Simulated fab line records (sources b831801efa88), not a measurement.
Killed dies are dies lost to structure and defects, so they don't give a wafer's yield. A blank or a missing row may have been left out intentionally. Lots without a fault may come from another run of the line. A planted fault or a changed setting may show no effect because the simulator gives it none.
A struck lot beside a sound one | flow gf180mcu | 27 out of 602 route steps
Sound: the wafers L721.1, L721.2, L721.3. The struck wafers were L728.3, L728.5, L728.6. Last of all comes the cause.
Per side, at each step with rows, come the tool, then ch with its chambers, and then its first start. Under that, the readings that differ: sound wafers | struck wafers | difference of the means | sigmas: that difference in standard deviations of wafers without a fault.
alike: same words and numbers on both sides, and readings whose means sit less than 2 such deviations apart. not compared: any withheld reading, any reading some wafer has no value for, any bound like >300 that may hide the same value, and any number with overlapping values for which the record gives no deviation.
The two part at a step that has a row with sigmas, a row that says differs or no value, or rows on one side only. Numbers that don't overlap but have no deviation are shown without sigmas and don't part them. A reading that every wafer of one side lacks parts them only if that side has two wafers or more.

GF_HV_LDD_ETCHBACK_58: etches Si3N4 in CH3F/O2, stops on SiO2, time 100 s, target depth 90 nm.
  sound on rie diel-02 ch 0,2,3, day 15 19:03; struck on rie diel-04 ch 0,1, day 17 23:44
  alike: drypump motor current A, oes product au, throttle valve pct
  not compared: rf hours counter h
then, 7 steps without rows for these wafers: GF_NSD_DEHYDRATE_00 (time 60 s); GF_NSD_HMDS_01 (prime time 60 s); GF_NSD_COAT_02 (resist thk 1000 nm); GF_NSD_SOFTBAKE_03 (time 60 s); GF_NSD_EXPOSE_04 (exposes mask Nplus, target cd 400 nm); GF_NSD_PEB_05; GF_NSD_DEVELOP_06 (develop time 60 s).
GF_NSD_CD_MEAS_07 targets a cd of 400 nm.
  struck on cd sem-01, day 18 23:11; sound on cd sem-01, day 16 17:23
  alike: cd nm
GF_NSD_OVL_MEAS_08:
  struck on overlay-02, day 18 23:16; sound on overlay-02, day 16 17:31
  alike: NSD_OVL
then, 2 steps without rows for these wafers: GF_NSD_IMPLANT_09; GF_NSD_IMPLANT_10.
GF_NSD_STRIP_11: strips in O2/N2.
  sound on plasma asher-02 ch 0,1, day 16 17:51; struck on plasma asher-02 ch 0,1, day 18 23:38
  reading                                  | sound             | struck            | difference                    | sigmas
  oes product au (a.u.)                    | 0.482 0.491 0.489 | 0.308 0.311 0.311 | -0.177                        | -40
  strip time to endpoint s (s)             | 22.98 23.02 22.99 | - - -             | no value on the struck wafers |
  model.NOVOLAK_of_NSD_COAT_02.thk nm (nm) | 0 0 0             | 711.8 712.1 712.9 | +712.3                        |
  alike: drypump motor current A, heater power w
  not compared: rf hours counter h
GF_NSD_TW_MEAS_12:
  struck on film metro-01, day 18 23:43; sound on film metro-03, day 16 17:57
  alike: NSD_TW
then, 7 steps without rows for these wafers: GF_PSD_DEHYDRATE_00 (time 60 s); GF_PSD_HMDS_01 (prime time 60 s); GF_PSD_COAT_02 (resist thk 1000 nm); GF_PSD_SOFTBAKE_03 (time 60 s); GF_PSD_EXPOSE_04 (exposes mask Pplus, target cd 400 nm); GF_PSD_PEB_05; GF_PSD_DEVELOP_06 (develop time 60 s).
GF_PSD_CD_MEAS_07 targets a cd of 400 nm.
  struck on cd sem-02, day 19 23:24; sound on cd sem-02, day 17 15:55
  alike: cd nm
GF_PSD_OVL_MEAS_08:
  struck on overlay-01, day 19 23:30; sound on overlay-02, day 17 16:02
  alike: PSD_OVL
after that, 1 step had no rows for these wafers: GF_PSD_IMPLANT_09.
GF_PSD_STRIP_10: strips in O2/N2.
  sound on plasma asher-04 ch 0,1, day 17 16:13; struck on plasma asher-04 ch 0,1, day 19 23:42
  reading                      | sound             | struck            | difference | sigmas
  oes product au (a.u.)        | 0.590 0.585 0.598 | 0.651 0.644 0.640 | +0.054     | +12
  strip time to endpoint s (s) | 16.54 16.51 16.54 | 27.20 27.22 27.22 | +10.68     | +99 or more
  alike: drypump motor current A, heater power w
  not compared: rf hours counter h
GF_PSD_TW_MEAS_11:
  struck on film metro-03, day 19 23:47; sound on film metro-01, day 17 16:19
  reading | sound          | struck   | difference | sigmas
  PSD_TW  | 3180 3187 3178 | 30 30 30 | -3152      | -99 or more
then, 1 step without rows for these wafers: GF_PSD_CLEAN_12 (cleans in SC1/SC2, time 150 s).

## WHERE THEY PART
Last at GF_PSD_TW_MEAS_11 as far as this record goes, first at GF_NSD_STRIP_11.

WHY: the cause the simulator had injected
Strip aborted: plasma asher-02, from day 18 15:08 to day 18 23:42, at GF_NSD_STRIP_11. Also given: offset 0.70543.
